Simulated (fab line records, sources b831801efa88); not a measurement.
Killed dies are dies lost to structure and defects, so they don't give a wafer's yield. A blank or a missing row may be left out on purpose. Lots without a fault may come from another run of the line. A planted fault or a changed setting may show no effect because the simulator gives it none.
fab line records | flow sky130 | part 1 of 2: steps 1 to 30 of 39
record lots=5 wafers=15 last_day=50
route steps=708 shown METAL3@567 VIA3@573 METAL4@598 CAP2M@603
lots that met no fault: from a run of the same line without faults
start_h: hours from the record's first day to the start of the lot's first wafer shown | wait_h: hours since the lot's step before | " the same as in the row above | L1.1+2: a row that stands for several wafers | - no value, or no start given | * or withheld: withheld | < > ~ a bound
route shown NAME@n: a module of which the file shows steps, and the number in the route of the first | usual: mean/standard deviation of fault-free wafers | same: alike in all rows | chamber/n: place in a boat | sites: the reading at each site | _std_site: their standard deviation | _edge_site: outer sites' mean less inner sites' | radius_mm: how far each site lies from the wafer's centre | mask NAME#n: copy n | behind: the tool/chamber that last shaped the wafer | hold: why the lot was held/for how many hours/how that ended | device: the transistor (n, p or np) that didn't switch | end of line: the same wafers' tests at the end of the route | a step without rows: its recipe alone | killed: dies lost to structure and defects at the first sort, not the wafer's yield | map: a wafer's dies, x killed, . not, _ none there
set.NAME: the setting as run; set.NAME@STEP: as run at that earlier step | model.NAME: the simulator's own value behind a step, which no gauge read
lots at some steps of the route; a table a step, a row a wafer
services: from which hour (start_h, from the record's first day; less than 0 if before it) a tool's chamber was out of use, for how many hours, and why
## steps
# step SKY_METAL3_ETCH_17
# recipe target=SiO2 stop_on=TiN chemistry=C4F8/O2/Ar source_w=1500 bias_w=1200 pressure_mtorr=40 c4f8_flow_sccm=withheld O2_flow_sccm=6 Ar_flow_sccm=300 time_s=3.9 target_depth_a=150
# usual oes_product_au=0.754/0.0073
# columns lot.wafer tool chamber start_h wait_h oes_product_au rf_hours_counter_h
L077.2 rie_diel-01 0 922.10 0.1 0.756 14
L077.3 " 3 " " 0.760 10
L077.6 " 2 " " 0.770 -
L079.3 rie_diel-01 3 946.35 0.0 0.760 10
L079.4 " 0 " " 0.772 15
L079.6 " 1 " " 0.758 -
L082.1 rie_diel-01 2 958.87 0.1 0.750 22
L082.2 " 1 " " 0.749 24
L082.4 " 0 " " 0.756 15
L092.1 rie_diel-03 1 1030.34 0.1 0.744 11
L092.4 " 0 " " 0.754 13
L092.6 " 2 " " 0.765 -
L097.3 rie_diel-01 2 1058.97 0.0 0.746 25
L097.4 " 0 " " 0.758 18
L097.5 " 3 " " 0.752 -
# step SKY_METAL3_METAL_ETCH_18
# recipe target_depth_a=8450 stop_on=SiO2 over_etch_frac=0.3 time_s=183.1 chemistry=Cl2/BCl3 resist_sidewall_deg=88 pressure_mtorr=10 icp_w=900 bias_w=48.5 Cl2_flow_sccm=60 bcl3_flow_sccm=30
# usual drypump_motor_current_A=5.4/0.44 he_backside_leak_sccm=3.44/0.21 oes_product_au=0.864/0.0063 throttle_valve_pct=22.264/0.0089
# columns lot.wafer tool chamber start_h wait_h drypump_motor_current_A he_backside_leak_sccm oes_product_au rf_hours_counter_h throttle_valve_pct
L077.2 rie_metal-02 0 922.12 0.0 5.1 3.51 0.860 16 22.266
L077.3 " 1 " " 5.2 3.23 0.868 - 22.266
L077.6 " 0 " " 5.1 3.48 0.857 - 22.262
L079.3 rie_metal-02 0 946.49 0.1 5.1 3.68 0.857 - 22.252
L079.4 " 0 " " 5.1 3.70 0.854 - 22.245
L079.6 " 0 " " 5.1 3.68 0.862 - 22.270
L082.1 rie_metal-03 0 958.89 0.0 5.0 3.49 0.864 9 22.253
L082.2 " 0 " " 5.0 3.54 0.865 - 22.269
L082.4 " 0 " " 5.0 3.37 0.853 - 22.254
L092.1 rie_metal-01 1 1030.36 0.0 5.1 3.41 0.867 16 22.268
L092.4 " 1 " " 5.1 3.39 0.862 - 22.274
L092.6 " 0 " " 5.6 3.16 0.866 - 22.262
L097.3 rie_metal-02 0 1059.05 0.1 5.1 3.57 0.867 - 22.263
L097.4 " 1 " " 5.3 3.22 0.876 - 22.259
L097.5 " 1 " " 5.3 3.30 0.874 - 22.256
# step SKY_METAL3_STRIP_19
# recipe chemistry=O2/N2 power_w=1400 pressure_mtorr=1500 platen_temp_c=withheld o2_flow_sccm=3000 n2_flow_sccm=300 overash_fraction=0.5
# usual drypump_motor_current_A=5.5/0.48 oes_product_au=0.502/0.0057 strip_time_to_endpoint_s=6.53/0.09
# columns lot.wafer tool chamber start_h wait_h drypump_motor_current_A oes_product_au rf_hours_counter_h strip_time_to_endpoint_s
L077.2 plasma_asher-01 0 922.30 0.1 6.2 0.504 17 6.49
L077.3 " 1 " " 6.1 0.518 - 6.85
L077.6 " 1 " " 6.0 0.501 - 6.50
L079.3 plasma_asher-01 0 946.76 0.2 6.2 0.495 - 6.44
L079.4 " 1 " " 6.0 0.499 - 6.46
L079.6 " 0 " " 6.2 0.495 - 6.47
L082.1 plasma_asher-01 0 959.24 0.3 6.2 0.503 21 6.46
L082.2 " 1 " " 6.1 0.499 21 6.50
L082.4 " 1 " " 6.0 0.499 - 6.49
L092.1 plasma_asher-03 0 1030.54 0.1 5.1 0.512 59 6.55
L092.4 " 1 " " 5.3 0.496 - 6.48
L092.6 " 1 " " 5.3 0.502 - 6.56
L097.3 plasma_asher-04 1 1059.20 0.1 4.9 0.507 - 6.51
L097.4 " 0 " " 5.5 0.498 - 6.48
L097.5 " 0 " " 5.5 0.495 - 6.47
# step SKY_METAL3_STRIP_20
# recipe chemistry=post_etch_residue_remover time_s=1200 temp_c=72.5
# columns lot.wafer tool chamber start_h wait_h
L077.2+3+6 wet_bench-03 0 922.40 0.1
L079.3+4+6 wet_bench-01 0 946.83 0.0
L082.1+2+4 wet_bench-01 1 959.34 0.1
L092.1+4+6 wet_bench-01 1 1030.64 0.1
L097.3+4+5 wet_bench-01 1 1059.26 0.0
# step SKY_METAL3_CLEAN_21
# recipe chemistry=IPA time_s=180 temp_c=25
# columns lot.wafer tool chamber start_h wait_h
L077.2+3+6 wet_bench-04 0 922.74 0.0
L079.3+4+6 wet_bench-03 1 947.17 0.0
L082.1+2+4 wet_bench-03 0 959.68 0.0
L092.1+4+6 wet_bench-03 3 1030.98 0.0
L097.3+4+5 wet_bench-04 0 1059.64 0.0
# step SKY_METAL3_CLEAN_22
# recipe chemistry=O3/DIW dry=n2_spin
# columns lot.wafer tool chamber start_h wait_h
L077.2+3+6 wet_bench-03 1 922.80 0.0
L079.3+4+6 wet_bench-01 1 947.23 0.0
L082.1+2+4 wet_bench-01 2 959.74 0.0
L092.1+4+6 wet_bench-04 2 1031.04 0.0
L097.3+4+5 wet_bench-01 1 1059.70 0.0
# step SKY_VIA3_HDPCVD_00
# recipe material=SiO2 target_thk_nm=1635 sigma_open_frac=0.3 time_s=272.5 temp_c=400 sih4_flow_sccm=60 pressure_mtorr=6
# columns lot.wafer tool chamber start_h wait_h
L077.2+3+6 hdpcvd-01 0,1,0 922.90 0.0
L079.3+4+6 hdpcvd-02 1,1,2 947.32 0.0
L082.1+2+4 hdpcvd-01 0,1,2 959.83 0.0
L092.1+4+6 hdpcvd-02 0,0,2 1031.13 0.0
L097.3+4+5 hdpcvd-02 2,0,1 1059.80 0.0
# step SKY_VIA3_THK_MEAS_01
# recipe reads=SiO2_of_VIA3_HDPCVD_00
# usual VIA3_HDPCVD_THK=1642/17
# columns lot.wafer tool chamber start_h wait_h VIA3_HDPCVD_THK[nm]
L077.2 film_metro-03 - 923.07 0.1 1637
L077.3 " - " " 1625
L077.6 " - " " 1648
L079.3 film_metro-03 - 947.51 0.1 1639
L079.4 " - " " 1630
L079.6 " - " " 1650
L082.1 film_metro-04 - 960.00 0.1 1623
L082.2 " - " " 1617
L082.4 " - " " 1618
L092.1 film_metro-04 - 1031.30 0.1 1629
L092.4 " - " " 1636
L092.6 " - " " 1643
L097.3 film_metro-03 - 1059.98 0.1 1636
L097.4 " - " " 1631
L097.5 " - " " 1651
# step SKY_VIA3_CMP_02
# recipe material=SiO2 down_force_psi=4 platen_rpm=60 pad_velocity_m_s=0.94248
# usual motor_current_A=11.5/1.1 platen_rpm=60.00/0.044 slurry_flow_ml_min=150.0/0.43
# columns lot.wafer tool chamber start_h wait_h motor_current_A platen_rpm slurry_flow_ml_min
L077.2 cmp-01 0 923.12 0.0 9.6 60.03 150.3
L077.3 " 1 " " 12.6 59.97 149.7
L077.6 " 1 " " 12.7 59.98 149.9
L079.3 cmp-02 3 947.55 0.0 11.7 60.01 149.6
L079.4 " 2 " " 12.3 60.04 150.3
L079.6 " 0 " " 10.0 59.99 149.7
L082.4 cmp-02 0 960.11 0.1 10.3 60.03 150.3
L082.2 " 1 " " 11.6 60.08 149.5
L082.1 " 2 " " 12.4 60.06 150.4
L092.1 cmp-02 2 1031.46 0.1 12.5 59.93 150.2
L092.4 " 3 " " 10.5 60.02 150.0
L092.6 " 0 " " 10.0 60.06 150.1
L097.4 cmp-02 1 1060.02 0.0 12.1 60.04 149.4
L097.3 " 0 " " 10.2 60.00 150.2
L097.5 " 2 " " 12.7 60.04 149.9
# step SKY_VIA3_BOW_MEAS_03
# recipe mode=bow
# usual VIA3_BOW=80/8.3
# columns lot.wafer tool chamber start_h wait_h VIA3_BOW[um]
L077.2 film_metro-01 - 923.44 0.3 88
L077.3 " - " " 77
L077.6 " - " " 78
L079.3 film_metro-03 - 947.89 0.3 77
L079.4 " - " " 82
L079.6 " - " " 75
L082.1 film_metro-04 - 960.36 0.1 93
L082.2 " - " " 88
L082.4 " - " " 97
L092.1 film_metro-03 - 1031.66 0.1 83
L092.4 " - " " 82
L092.6 " - " " 86
L097.3 film_metro-04 - 1060.36 0.1 81
L097.4 " - " " 87
L097.5 " - " " 85
# step SKY_VIA3_DEHYDRATE_04
# recipe temp_c=200 time_s=60
# columns lot.wafer tool chamber start_h wait_h
L077.2+3+6 litho_track-03 0 935.04 11.6
L079.3+4+6 litho_track-03 0 959.32 11.4
L082.1+2+4 litho_track-03 0 971.27 10.9
L092.1+4+6 litho_track-02 0 1042.42 10.7
L097.3+4+5 litho_track-04 0 1069.73 9.3
# step SKY_VIA3_HMDS_05
# recipe prime_time_s=60 prime_temp_c=120
# columns lot.wafer tool chamber start_h wait_h
L077.2+3+6 litho_track-03 0 935.19 0.1
L079.3+4+6 litho_track-03 0 959.47 0.1
L082.1+2+4 litho_track-03 0 971.42 0.1
L092.1+4+6 litho_track-02 0 1042.57 0.1
L097.3+4+5 litho_track-04 0 1069.88 0.1
# step SKY_VIA3_COAT_06
# recipe resist=BARC temp_c=withheld time_s=withheld spin_rpm=3000 resist_thk_nm=60
# columns lot.wafer tool chamber start_h wait_h
L077.2+3+6 litho_track-03 0 935.34 0.1
L079.3+4+6 litho_track-03 0 959.62 0.1
L082.1+2+4 litho_track-03 0 971.57 0.1
L092.1+4+6 litho_track-02 0 1042.72 0.1
L097.3+4+5 litho_track-04 0 1070.03 0.1
# step SKY_VIA3_COAT_07
# recipe resist=KrF-thick spin_rpm=3000 resist_thk_nm=450
# columns lot.wafer tool chamber start_h wait_h
L077.2+3+6 litho_track-03 0 - -
L079.3+4+6 litho_track-03 0 - -
L082.1+2+4 litho_track-03 0 - -
L092.1+4+6 litho_track-02 0 - -
L097.3+4+5 litho_track-04 0 - -
# step SKY_VIA3_SOFTBAKE_08
# recipe temp_c=100.5 time_s=90 resist=KrF-thick
# columns lot.wafer tool chamber start_h wait_h
L077.2+3+6 litho_track-03 0 - -
L079.3+4+6 litho_track-03 0 - -
L082.1+2+4 litho_track-03 0 - -
L092.1+4+6 litho_track-02 0 - -
L097.3+4+5 litho_track-04 0 - -
# step SKY_VIA3_EXPOSE_09
# recipe mask_id=VIM3 na=0.8 source_shape=annular sigma_inner=0.55 sigma_outer=0.85 target_cd_nm=200 dose_mj=38
# columns lot.wafer tool chamber start_h wait_h mask
L077.2+3+6 krf_scanner-01 0 - - VIM3#0
L079.3+4+6 krf_scanner-02 0 - - VIM3#0
L082.1+2+4 krf_scanner-02 0 - - VIM3#0
L092.1+4+6 krf_scanner-02 0 - - VIM3#0
L097.3+4+5 krf_scanner-02 0 - - VIM3#0
# step SKY_VIA3_PEB_10
# recipe peb_temp_c=withheld peb_time_s=withheld resist=KrF-thick
# columns lot.wafer tool chamber start_h wait_h
L077.2+3+6 litho_track-03 0 - -
L079.3+4+6 litho_track-02 0 - -
L082.1+2+4 litho_track-02 0 - -
L092.1+4+6 litho_track-03 0 - -
L097.3+4+5 litho_track-02 0 - -
# step SKY_VIA3_DEVELOP_11
# recipe develop_time_s=60 resist=KrF-thick dev_temp_c=21
# columns lot.wafer tool chamber start_h wait_h
L077.2+3+6 litho_track-03 0 - -
L079.3+4+6 litho_track-02 0 - -
L082.1+2+4 litho_track-02 0 - -
L092.1+4+6 litho_track-03 0 - -
L097.3+4+5 litho_track-02 0 - -
# step SKY_VIA3_CD_MEAS_12
# recipe target_cd_nm=200
# usual cd_nm=199.9/1.3
# columns lot.wafer tool chamber start_h wait_h cd_nm
L077.2 cd_sem-01 - 947.59 - 200.3
L077.3 " - " " 199.0
L077.6 " - " " 199.0
L079.3 cd_sem-01 - 971.66 - 200.5
L079.4 " - " " 201.5
L079.6 " - " " 201.6
L082.1 cd_sem-01 - 983.97 - 198.8
L082.2 " - " " 201.6
L082.4 " - " " 199.0
L092.1 cd_sem-02 - 1053.67 - 197.6
L092.4 " - " " 198.5
L092.6 " - " " 197.9
L097.3 cd_sem-01 - 1081.56 - 199.5
L097.4 " - " " 199.0
L097.5 " - " " 199.7
# step SKY_VIA3_OVL_MEAS_13
# usual VIA3_OVL=2/5.5
# columns lot.wafer tool chamber start_h wait_h VIA3_OVL[nm]
L077.2 overlay-02 - 947.69 0.1 -3
L077.3 " - " " -2
L077.6 " - " " 1
L079.3 overlay-01 - 971.75 0.1 3
L079.4 " - " " 4
L079.6 " - " " 8
L082.1 overlay-01 - 984.09 0.1 -2
L082.2 " - " " 3
L082.4 " - " " -2
L092.1 overlay-01 - 1053.79 0.1 6
L092.4 " - " " 3
L092.6 " - " " 2
L097.3 overlay-01 - 1081.65 0.1 -1
L097.4 " - " " 4
L097.5 " - " " -3
# step SKY_VIA3_ETCH_14
# recipe chemistry=N2/H2 target=BARC ion_energy_ev=200 source_w=500 bias_w=100 pressure_mtorr=30 n2_flow_sccm=100 h2_flow_sccm=200 stop_on=SiO2 time_s=45.9 target_depth_a=600
# usual drypump_motor_current_A=5.8/0.55 oes_product_au=0.855/0.0051 throttle_valve_pct=13.224/0.0095
# columns lot.wafer tool chamber start_h wait_h drypump_motor_current_A oes_product_au rf_hours_counter_h throttle_valve_pct
L077.2 rie_diel-02 3 947.72 0.0 6.2 0.860 20 13.232
L077.3 " 0 " " 5.9 0.854 11 13.224
L077.6 " 1 " " 6.0 0.868 - 13.231
L079.3 rie_diel-01 0 971.77 0.0 6.5 0.866 16 13.208
L079.4 " 1 " " 4.7 0.855 25 13.225
L079.6 " 1 " " 4.7 0.862 - 13.242
L082.1 rie_diel-01 0 984.12 0.0 6.5 0.859 16 13.230
L082.2 " 1 " " 4.6 0.863 25 13.237
L082.4 " 3 " " 5.3 0.861 11 13.230
L092.1 rie_diel-02 0 1053.83 0.0 5.9 0.852 15 13.232
L092.4 " 1 " " 6.0 0.851 13 13.222
L092.6 " 3 " " 6.2 0.852 - 13.224
L097.3 rie_diel-01 1 1081.67 0.0 4.7 0.860 28 13.234
L097.4 " 3 " " 5.4 0.852 14 13.230
L097.5 " 2 " " 5.3 0.857 - 13.225
# step SKY_VIA3_ETCH_15
# recipe target=SiO2 chemistry=C4F8/O2/Ar target_depth_nm=507 stop_on=TiN mask_material=KrF-thick source_w=1500 bias_w=1200 pressure_mtorr=40 c4f8_flow_sccm=withheld O2_flow_sccm=6 Ar_flow_sccm=300 time_s=78
# usual oes_product_au=0.946/0.0046
# columns lot.wafer tool chamber start_h wait_h oes_product_au
L077.2 rie_diel-02 3 947.77 0.0 0.956
L077.3 " 0 " " 0.955
L077.6 " 1 " " 0.946
L079.3 rie_diel-01 0 971.82 0.0 0.949
L079.4 " 1 " " 0.947
L079.6 " 1 " " 0.945
L082.1 rie_diel-01 0 984.17 0.0 0.948
L082.2 " 1 " " 0.955
L082.4 " 3 " " 0.933
L092.1 rie_diel-02 0 1053.87 0.0 0.946
L092.4 " 1 " " 0.947
L092.6 " 3 " " 0.940
L097.3 rie_diel-01 1 1081.72 0.0 0.944
L097.4 " 3 " " 0.940
L097.5 " 2 " " 0.943
# step SKY_VIA3_STRIP_16
# recipe chemistry=O2/N2 power_w=1400 pressure_mtorr=1500 platen_temp_c=withheld o2_flow_sccm=3000 n2_flow_sccm=300 overash_fraction=0.5
# usual drypump_motor_current_A=5.4/0.49 oes_product_au=0.403/0.0054 strip_time_to_endpoint_s=4.133/0.03
# columns lot.wafer tool chamber start_h wait_h drypump_motor_current_A oes_product_au rf_hours_counter_h strip_time_to_endpoint_s
L077.2 plasma_asher-03 1 947.83 0.0 5.3 0.393 50 4.132
L077.3 " 0 " " 5.1 0.394 - 4.127
L077.6 " 0 " " 5.1 0.407 - 4.140
L079.3 plasma_asher-03 1 971.91 0.1 5.3 0.415 - 4.135
L079.4 " 0 " " 5.1 0.404 - 4.120
L079.6 " 1 " " 5.3 0.405 - 4.135
L082.1 plasma_asher-03 1 984.23 0.0 5.3 0.407 54 4.133
L082.2 " 0 " " 5.1 0.401 54 4.124
L082.4 " 0 " " 5.1 0.406 - 4.159
L092.1 plasma_asher-02 0 1053.93 0.0 4.7 0.394 125 4.113
L092.4 " 1 " " 5.0 0.401 - 4.125
L092.6 " 1 " " 5.0 0.410 - 4.143
L097.3 plasma_asher-03 1 1081.81 0.1 5.3 0.399 - 4.117
L097.4 " 0 " " 5.1 0.406 - 4.133
L097.5 " 1 " " 5.3 0.393 - 4.108
# step SKY_VIA3_STRIP_17
# recipe chemistry=post_etch_residue_remover time_s=1200 temp_c=72.5
# columns lot.wafer tool chamber start_h wait_h
L077.2+3+6 wet_bench-04 0 947.93 0.1
L079.3+4+6 wet_bench-04 0 971.98 0.0
L082.1+2+4 wet_bench-04 0 984.33 0.1
L092.1+4+6 wet_bench-04 1 1054.03 0.1
L097.3+4+5 wet_bench-03 0 1081.88 0.0
# step SKY_VIA3_CLEAN_18
# recipe chemistry=IPA time_s=180 temp_c=25
# columns lot.wafer tool chamber start_h wait_h
L077.2+3+6 wet_bench-02 3 948.27 0.0
L079.3+4+6 wet_bench-03 2 972.38 0.0
L082.1+2+4 wet_bench-03 2 984.67 0.0
L092.1+4+6 wet_bench-02 3 1054.40 0.0
L097.3+4+5 wet_bench-02 3 1082.22 0.0
# step SKY_VIA3_CLEAN_19
# recipe chemistry=O3/DIW dry=n2_spin
# columns lot.wafer tool chamber start_h wait_h
L077.2+3+6 wet_bench-04 0 948.33 0.0
L079.3+4+6 wet_bench-02 2 972.44 0.0
L082.1+2+4 wet_bench-04 1 984.73 0.0
L092.1+4+6 wet_bench-03 2 1054.46 0.0
L097.3+4+5 wet_bench-03 0 1082.33 0.0
# step SKY_VIA3_SPUTTER_20
# recipe material=TiN target_thk_nm=20 chamber_pressure_pa=5 power_w=4000 time_s=80
# usual throttle_valve_pct=30.7/1.1
# columns lot.wafer tool chamber start_h wait_h throttle_valve_pct
L077.2 pvd_sputter-04 - 948.42 0.0 29.0
L077.3 " - " " 31.3
L077.6 " - " " 31.8
L079.3 pvd_sputter-04 - 972.53 0.0 31.6
L079.4 " - " " 29.3
L079.6 " - " " 31.6
L082.1 pvd_sputter-04 - 984.82 0.0 29.6
L082.2 " - " " 31.4
L082.4 " - " " 31.3
L092.1 pvd_sputter-01 - 1054.56 0.0 31.9
L092.4 " - " " 31.8
L092.6 " - " " 30.4
L097.3 pvd_sputter-01 - 1082.43 0.0 30.6
L097.4 " - " " 31.8
L097.5 " - " " 30.4
# step SKY_VIA3_CVD_21
# recipe material=W target_thk_nm=390 time_s=117.31 temp_c=400 pressure_torr=40
# usual heater_power_w=838/70
# columns lot.wafer tool chamber start_h wait_h heater_power_w
L077.2 cvd_w-01 0 948.48 0.0 833
L077.3 " 0 " " 833
L077.6 " 1 " " 931
L079.3 cvd_w-01 0 972.63 0.1 832
L079.4 " 1 " " 922
L079.6 " 1 " " 883
L082.1 cvd_w-01 0 984.88 0.0 856
L082.2 " 1 " " 897
L082.4 " 0 " " 862
L092.1 cvd_w-02 0 1054.62 0.0 886
L092.4 " 0 " " 907
L092.6 " 0 " " 889
L097.3 cvd_w-02 1 1082.53 0.1 722
L097.4 " 0 " " 893
L097.5 " 0 " " 885
# step SKY_VIA3_RS_MEAS_22
# recipe thk_meas_gauge=four-point-probe reads=W_of_VIA3_CVD_21+TiN_of_VIA3_SPUTTER_20
# usual VIA3_W_RS=0.296/0.0031
# columns lot.wafer tool chamber start_h wait_h VIA3_W_RS[ohm/sq]
L077.2 film_metro-01 - 948.62 0.1 0.294
L077.3 " - " " 0.291
L077.6 " - " " 0.294
L079.3 film_metro-03 - 972.76 0.1 0.295
L079.4 " - " " 0.300
L079.6 " - " " 0.299
L082.1 film_metro-04 - 985.00 0.1 0.295
L082.2 " - " " 0.295
L082.4 " - " " 0.293
L092.1 film_metro-03 - 1054.74 0.1 0.295
L092.4 " - " " 0.299
L092.6 " - " " 0.294
L097.3 film_metro-04 - 1082.65 0.1 0.301
L097.4 " - " " 0.299
L097.5 " - " " 0.300
# step SKY_VIA3_THK_MEAS_23
# recipe thk_meas_gauge=xrf reads=W_of_VIA3_CVD_21
# usual VIA3_W_THK=392/4.9
# columns lot.wafer tool chamber start_h wait_h VIA3_W_THK[nm]
L077.2 film_metro-01 - 948.73 0.1 390
L077.3 " - " " 391
L077.6 " - " " 390
L079.3 film_metro-03 - 972.86 0.1 396
L079.4 " - " " 388
L079.6 " - " " 389
L082.1 film_metro-04 - 985.12 0.1 394
L082.2 " - " " 391
L082.4 " - " " 398
L092.1 film_metro-03 - 1054.86 0.1 394
L092.4 " - " " 387
L092.6 " - " " 393
L097.3 film_metro-04 - 1082.75 0.1 386
L097.4 " - " " 386
L097.5 " - " " 385
